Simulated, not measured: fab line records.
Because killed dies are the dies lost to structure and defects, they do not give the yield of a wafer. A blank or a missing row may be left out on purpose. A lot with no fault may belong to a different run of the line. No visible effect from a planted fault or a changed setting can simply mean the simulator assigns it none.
Problem report, 8D (eight disciplines) form, completed by code + flow sky130 + the parts of the form that need people (team, actions taken, sign-off) are left out

== 1. THE PROBLEM ==
cdNm at SKY_FIELD_ISO_CD_MEAS_13 reads a mean of 54.0 nm on 6 wafers of 3 lots; wafers without a fault read 149.7 nm with a standard deviation of 1.6. That is -60 standard deviations from the usual mean.
The step: target cd 150 nm.
Seen first at day 3 12:55 on cdSem-01, wafer L187.1. The record holds 36 wafers of 12 lots with a number at this step. The rule behind "out" and "out of limits": a value lying over 4 standard deviations away from the usual mean. All remaining wafers that have a number are taken as sound.

== 2. WHAT IT IS AND WHAT IT IS NOT ==
| question                    | is                                             | is not                                                                                                   |
|-----------------------------|------------------------------------------------|----------------------------------------------------------------------------------------------------------|
| which readings at this step | cdNm                                           | -                                                                                                        |
| which lots                  | L187, L191, L192                               | L181, L182, L183, L184, L188, L194, L196, L198, L200                                                     |
| which wafers of those lots  | L187.1, L187.3, L191.3, L191.5, L192.3, L192.5 | L187.2, L191.4, L192.2                                                                                   |
| read on which gauges        | cdSem-01, cdSem-02                             | -                                                                                                        |
| when                        | from day 3 12:55                               | up to then (13 sound wafers); but 17 sound wafers of L188, L191, L192, L194, L196, L198, L200 came after |

== 3. WHAT RULES OUT EACH SUSPECT ==
Counting: a tool at a process step up to the reading stays a suspect if it ran every lot that is out. Sound lots after the first of them don't rule it out here, since some wafers of a struck lot are sound.
- the gauge at SKY_FIELD_ISO_CD_MEAS_13: ruled out. The wafers that are out were read on 2 gauges (cdSem-01, cdSem-02).
- krfScanner-01 at SKY_FIELD_ISO_EXPOSE_10 (exposes mask FOM, target cd 150 nm): kept. It ran every lot that is out, first L187 (day 3 05:25); its last sound lot up to then is L183 (day 2 09:09).
The count leaves krfScanner-01 at SKY_FIELD_ISO_EXPOSE_10.

== 4. THE CAUSE (what the simulator had put in) ==
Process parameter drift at SKY_FIELD_ISO_EXPOSE_10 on krfScanner-01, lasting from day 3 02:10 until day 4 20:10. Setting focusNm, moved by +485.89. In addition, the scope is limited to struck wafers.
The count eliminated every tool but this one.

== 5. THE EFFECT CHAIN, in route order ==
One row per reading whose mean, taken over the struck wafers that have a number, lies over 3 standard deviations from the usual. Readings are gone through only where the record gives a usual standard deviation; hours: the median, over the lots, of the time from a lot's start at the first step in this table giving one to that lot's start at this step; sigmas: the change measured in usual standard deviations.
| hours | step                     | reading          | usual    | on struck wafers | change | sigmas |
|-------|--------------------------|------------------|----------|------------------|--------|--------|
| 0     | SKY_FIELD_ISO_CD_MEAS_13 | cdNm             | 149.7 nm | 54.0             | -95.7  | -60    |
| 1062  | SKY_PAD_OPEN_PROBE_99    | killedAtFrontEnd | 16       | 420              | +404   | +86    |
| 1062  | SKY_PAD_OPEN_PROBE_99    | killedDies       | 87       | 492              | +405   | +41    |
| 1062  | SKY_PAD_OPEN_PROBE_99    | killedOnRim      | 17       | 96               | +79    | +21    |
Its process steps:
- SKY_PAD_OPEN_PROBE_99

== 6. HOW IT WOULD HAVE BEEN CAUGHT EARLIER ==
Counted from the fault's start at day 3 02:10, it took 11 hours until the first out-of-limits reading at a measuring or inspecting step in this record, taken at day 3 12:55.
Tool readings at SKY_FIELD_ISO_EXPOSE_10 with a usual standard deviation given in the record: none out on any struck wafer, hence no alarm at a limit of 4 standard deviations on them.
Lots out: 3; of these, L191, L192 started SKY_FIELD_ISO_EXPOSE_10 on krfScanner-01 after day 3 12:55. A hold on the tool at that time would have spared those 2.
